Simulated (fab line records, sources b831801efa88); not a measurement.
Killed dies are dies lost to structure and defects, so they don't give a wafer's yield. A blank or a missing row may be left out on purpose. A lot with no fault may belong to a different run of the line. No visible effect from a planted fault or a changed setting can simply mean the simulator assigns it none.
A struck lot beside a sound one -- flow sky130 -- 16 steps out of a route of 708
Sound: these wafers, L107.3, L107.5, L107.6. Struck: wafers L109.4, L109.5. (L109.3 of the same lot was not struck and is left out.) The cause comes at the end.
Per side, at each step with rows, come the tool, then ch with its chambers, and then its first start. Under that, the readings that differ: sound wafers -- struck wafers -- difference of the means -- sigmas: that difference in standard deviations of wafers without a fault.
alike: words and numbers the same on both sides, and readings whose means are apart by under 2 such deviations; not compared: readings that were withheld, readings missing a value for some wafer, numbers with overlapping values and no deviation given by the record, and bounds like >300 which may hide the same value.
A row with sigmas, a row that says differs or no value, or rows on one side alone: a step with any of these is where the two part. Non-overlapping numbers with no deviation appear without sigmas and do not part them. A reading missing from all wafers of one side parts the sides only when that side holds two or more wafers.

first, 2 steps without rows for these wafers: SKY_METAL4_PEB_11; SKY_METAL4_DEVELOP_12 (develop time 60 s).
SKY_METAL4_CD_MEAS_13: the cd target is 300 nm.
  sound on cd_sem-01 at day 43 02:02; struck on cd_sem-01 at day 45 23:46
  alike: cd_nm
SKY_METAL4_OVL_MEAS_14:
  sound on overlay-02 at day 43 02:07; struck on overlay-02 at day 45 23:52
reading,sound,struck,difference,sigmas
METAL4_OVL (nm),-4 -4 3,12 8,+12,+2
then, 1 step without rows for these wafers: SKY_METAL4_DESCUM_15 (chemistry O2, time 8 s).
SKY_METAL4_ETCH_16: etches BARC in N2/H2, stops on SiO2, time 88.2 s, target depth 60 nm.
  sound on rie_metal-02 ch 0,1, day 43 02:13; struck on rie_metal-04 ch 0,1, day 45 23:57
  alike: bias_w, drypump_motor_current_A, h2_flow_sccm, oes_product_au, throttle_valve_pct
  not compared: rf_hours_counter_h
SKY_METAL4_ETCH_17: etches SiO2 in C4F8/O2/Ar, stops on TiN, time 3.9 s, target depth 15 nm.
  sound on rie_diel-01 ch 0,2,3, day 43 02:17; struck on rie_diel-03 ch 2,3, day 46 00:01
  alike: bias_w, oes_product_au
SKY_METAL4_METAL_ETCH_18: etches the open film in Cl2/BCl3, stops on SiO2, target depth 845 nm, time 183.1 s.
  sound on rie_metal-03 ch 0,1, day 43 02:22; struck on rie_metal-03 ch 0,1, day 46 00:06
  alike: bias_w, drypump_motor_current_A, mfc_cl2_sccm, oes_product_au, throttle_valve_pct
  not compared: rf_hours_counter_h
SKY_METAL4_STRIP_19: strips in O2/N2.
  sound on plasma_asher-02 ch 0,1, day 43 02:31; struck on plasma_asher-01 ch 0,1, day 46 00:15
  alike: drypump_motor_current_A, oes_product_au, strip_time_to_endpoint_s
  not compared: rf_hours_counter_h
then, 3 steps without rows for these wafers: SKY_METAL4_STRIP_20 (strips in post etch residue remover, time 1200 s); SKY_METAL4_CLEAN_21 (cleans in IPA, time 180 s); SKY_METAL4_CLEAN_22 (cleans in O3/DIW).
SKY_VIA4_HDPCVD_00: deposits SiO2, target thk 1750 nm, time 291.7 s.
  sound on hdpcvd-01 ch 1,2, day 43 03:35; struck on hdpcvd-02 ch 0,1, day 46 00:50
reading,sound,struck,difference,sigmas
run_length_s (s),320.5 319.9 319.7,306.9 305.4,-13.9,-30
model.SiO2_of_VIA4_HDPCVD_00.thk_nm (nm),1728 1734 1777,1670 1708,-57,
SKY_VIA4_THK_MEAS_01:
  sound on film_metro-01 at day 43 03:47; struck on film_metro-02 at day 46 01:02
reading,sound,struck,difference,sigmas
VIA4_HDPCVD_THK (nm),1729 1733 1776,1670 1708,-57,-3
SKY_VIA4_CMP_02: polishes SiO2.
  sound on cmp-01 ch 0,1, day 43 04:03; struck on cmp-02 ch 1,3, day 46 01:08
  alike: motor_current_A, slurry_filter_dp_kPa
-- the record jumps here: 4 days lie between the struck wafers' starts before and after (it left off in module VIA4 and takes up again in module PAD_OPEN, whose first step shown is number 708 of the route) --
SKY_PAD_OPEN_PROBE_99:
  only the struck wafers here have rows in the record (prober-02, day 49 14:51); the sound ones have none

## WHERE THEY PART
Last at SKY_PAD_OPEN_PROBE_99 as far as this record goes, first at SKY_METAL4_OVL_MEAS_14.

WHY: whatever the simulator had introduced
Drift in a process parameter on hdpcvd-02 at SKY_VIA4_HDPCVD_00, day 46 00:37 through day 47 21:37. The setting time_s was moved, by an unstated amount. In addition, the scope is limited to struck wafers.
